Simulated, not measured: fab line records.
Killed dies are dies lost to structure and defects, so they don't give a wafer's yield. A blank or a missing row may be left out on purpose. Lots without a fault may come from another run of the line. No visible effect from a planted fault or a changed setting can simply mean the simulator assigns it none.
Struck lot and sound lot, side by side    flow sfqLine    42 out of 325 route steps
Sound: the wafers L470.2, L470.5, L470.6. Struck: wafer L468.1. (L468.5, L468.6 of the same lot were not struck and are left out.) The cause comes at the end.
Per side, at each step with rows, come the tool, then ch with its chambers, and then its first start. Under that, the readings that differ: sound wafers    struck wafers    difference of the means    sigmas: that difference in standard deviations of wafers without a fault.
alike: readings whose means differ by less than 2 such deviations, and words and numbers that are the same on both sides. not compared: withheld readings, readings that some wafer has no value for, bounds like >300 that may hide the same value, and numbers for which the record gives no deviation and whose values overlap.
The two part at a step that has a row with sigmas, a row that says differs or no value, or rows on one side only. Numbers that have no deviation but don't overlap get no sigmas and don't part them. Lack of a reading on every wafer of one side parts them only where that side has two or more wafers.

first, 2 steps without rows for these wafers: SFQ_TRILAYER_R5_DEP_SPUTTER_133 (material MoNx, target thk 40 nm, time 66.7 s); SFQ_TRILAYER_R5_DEP_SPUTTER_134 (material Ti, target thk 5 nm, time 5 s).
SFQ_R5_RS_MEAS_933: a four-point-probe measurement.
  sound on filmMetro-03 at day 67 01:28; struck on filmMetro-03 at day 62 09:41
  alike: R5_MONX_RS
SFQ_R5_THK_MEAS_934: measures by xrf.
  sound on filmMetro-03 at day 67 01:34; struck on filmMetro-03 at day 62 09:48
  alike: R5_MONX_THK
then, 6 steps without rows for these wafers: SFQ_TRILAYER_R5_LITHO_COAT_141 (resist thk 62 nm); SFQ_TRILAYER_R5_LITHO_COAT_136 (resist thk 600 nm); SFQ_TRILAYER_R5_LITHO_SOFTBAKE_140; SFQ_TRILAYER_R5_LITHO_EXPOSE_137 (exposes mask R5, target cd 500 nm); SFQ_TRILAYER_R5_LITHO_PEB_139 (peb time 60 s); SFQ_TRILAYER_R5_LITHO_DEVELOP_138 (time 60 s).
-- the record jumps here: 5 days lie between the struck wafers' starts before and after --
SFQ_R5_OVL_MEAS_935:
  sound on overlay-02 at day 67 17:49; struck on overlay-02 at day 67 00:38
  alike: R5_OVL
SFQ_TRILAYER_R5_BARC_OPEN_METAL_ETCH_177: etches BARC in O2, target depth 125 nm, time 41.7 s.
  sound on rieMetal-04 ch 0,1, day 67 17:50; struck on rieMetal-02 ch 0, day 67 00:40
  alike: drypumpMotorCurrentA, oesProductAu
  not compared: rfHoursCounterH
SFQ_TRILAYER_R5_ETCH_METAL_ETCH_139: etches the open film in Cl2, stops on SiO2, target depth 60 nm, time 40 s.
  sound on rieMetal-04 ch 0,1, day 67 17:54; struck on rieMetal-02 ch 0, day 67 00:44
reading                                             sound              struck  difference  sigmas
oesProductAu (a.u.)                                 0.989 0.988 0.993  0.857   -0.133      -26
model.etch.depthNm (nm)                             60 59.28 60        45.65   -14.11      
model.R5.featureDepthNm (nm)                        60 59.28 60        45.65   -14.11      
model.KrF_of_TRILAYER_R5_LITHO_COAT_136.thkNm (nm)  498.8 501.9 499.6  504.4   +4.3        
  alike: drypumpMotorCurrentA
  not compared: rfHoursCounterH
then, 2 steps without rows for these wafers: SFQ_TRILAYER_R5_STRIP_STRIP_140 (strips in O2); SFQ_TRILAYER_R5_STRIP_SOLV_CLEAN_141 (cleans in NMP, time 600 s).
SFQ_TRILAYER_A5C_DEP_PECVD_142: deposits SiO2 from SiH4/N2O, time 15.556 s, target thk 70 nm.
  sound on pecvd-02 ch 0,1, day 67 18:44; struck on pecvd-01 ch 2, day 67 01:34
reading               sound                 struck  difference  sigmas
susceptorTempC (C)    149.85 149.81 149.85  150.13  +0.29       +2
throttleValvePct (%)  26.7 26.5 27.0        23.7    -3.0        -2
  alike: heaterPowerW
then, 6 steps without rows for these wafers: SFQ_TRILAYER_I5_LITHO_COAT_149 (resist thk 62 nm); SFQ_TRILAYER_I5_LITHO_COAT_144 (resist thk 650 nm); SFQ_TRILAYER_I5_LITHO_SOFTBAKE_148; SFQ_TRILAYER_I5_LITHO_EXPOSE_145 (exposes mask I5, target cd 700 nm); SFQ_TRILAYER_I5_LITHO_PEB_147 (peb time 60 s); SFQ_TRILAYER_I5_LITHO_DEVELOP_146 (time 60 s).
-- the record jumps here: 4 days lie between the struck wafers' starts before and after --
SFQ_I5_OVL_MEAS_936:
  sound on overlay-01 at day 71 21:08; struck on overlay-01 at day 71 07:46
  alike: I5_OVL
then, 1 step without rows for these wafers: SFQ_TRILAYER_I5_BARC_OPEN_VIA_ETCH_200 (etches BARC in O2, target depth 125 nm, time 41.7 s).
SFQ_TRILAYER_I5_ETCH_VIA_ETCH_147: etches the open film in CHF3, stops on Nb, target depth 360 nm.
  sound on rieDiel-03 ch 0,2,3, day 71 21:12; struck on rieDiel-03 ch 3, day 71 07:50
  alike: drypumpMotorCurrentA, oesProductAu
then, 8 steps without rows for these wafers: SFQ_TRILAYER_I5_STRIP_STRIP_148 (strips in O2); SFQ_TRILAYER_I5_STRIP_SOLV_CLEAN_149 (cleans in NMP, time 600 s); SFQ_TRILAYER_C5_LITHO_COAT_156 (resist thk 62 nm); SFQ_TRILAYER_C5_LITHO_COAT_151 (resist thk 650 nm); SFQ_TRILAYER_C5_LITHO_SOFTBAKE_155; SFQ_TRILAYER_C5_LITHO_EXPOSE_152 (exposes mask C5, target cd 500 nm); SFQ_TRILAYER_C5_LITHO_PEB_154 (peb time 60 s); SFQ_TRILAYER_C5_LITHO_DEVELOP_153 (time 60 s).
-- the record jumps here: 4 days lie between the struck wafers' starts before and after --
SFQ_C5_OVL_MEAS_937:
  sound on overlay-02 at day 76 00:58; struck on overlay-01 at day 75 16:34
  alike: C5_OVL
SFQ_TRILAYER_C5_BARC_OPEN_VIA_ETCH_210: etches BARC in O2, target depth 125 nm, time 41.7 s.
  sound on rieDiel-04 ch 0,2, day 76 00:59; struck on rieDiel-02 ch 3, day 75 16:35
  alike: drypumpMotorCurrentA, oesProductAu
  not compared: rfHoursCounterH
SFQ_TRILAYER_C5_ETCH_VIA_ETCH_154: etches SiO2 in CHF3, stops on Nb, target depth 84 nm.
  sound on rieDiel-04 ch 0,2, day 76 01:02; struck on rieDiel-02 ch 3, day 75 16:38
  alike: drypumpMotorCurrentA, oesProductAu
then, 4 steps without rows for these wafers: SFQ_TRILAYER_C5_STRIP_STRIP_155 (strips in O2); SFQ_TRILAYER_C5_STRIP_SOLV_CLEAN_156 (cleans in NMP, time 600 s); SFQ_TRILAYER_M6_DEP_PRE_CLEAN_158 (time 22.5 s); SFQ_TRILAYER_M6_DEP_SPUTTER_157 (material Nb, target thk 200 nm, time 133.3 s).
SFQ_M6_RS_MEAS_938: a four-point-probe measurement.
  sound on filmMetro-02 at day 76 02:36; struck on filmMetro-04 at day 75 17:35
  alike: M6_NB_RS
-- the record jumps here: 15 days lie between the struck wafers' starts before and after (it left off in module M6 and takes up again in module M8, whose first step shown is number 325 of the route) --
SFQ_M8_BOW_MEAS_951:
  sound on filmMetro-02 at day 90 23:29; struck on filmMetro-03 at day 90 14:59
reading                      sound     struck  difference  sigmas
model.etest.r5.combLog10Ohm  12 12 12  0       -12         
  alike: M8_BOW

== WHERE THEY PART ==
Last at SFQ_TRILAYER_A5C_DEP_PECVD_142 as far as this record goes, first at SFQ_TRILAYER_R5_ETCH_METAL_ETCH_139. Later steps at which nothing parts them and some readings are alike: SFQ_I5_OVL_MEAS_936, SFQ_TRILAYER_I5_ETCH_VIA_ETCH_147, SFQ_C5_OVL_MEAS_937, SFQ_TRILAYER_C5_BARC_OPEN_VIA_ETCH_210, SFQ_TRILAYER_C5_ETCH_VIA_ETCH_154, SFQ_M6_RS_MEAS_938, SFQ_M8_BOW_MEAS_951.

WHY: the cause the simulator had injected
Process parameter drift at SFQ_TRILAYER_R5_ETCH_METAL_ETCH_139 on rieMetal-02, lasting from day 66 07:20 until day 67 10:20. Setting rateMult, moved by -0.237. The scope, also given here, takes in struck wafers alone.
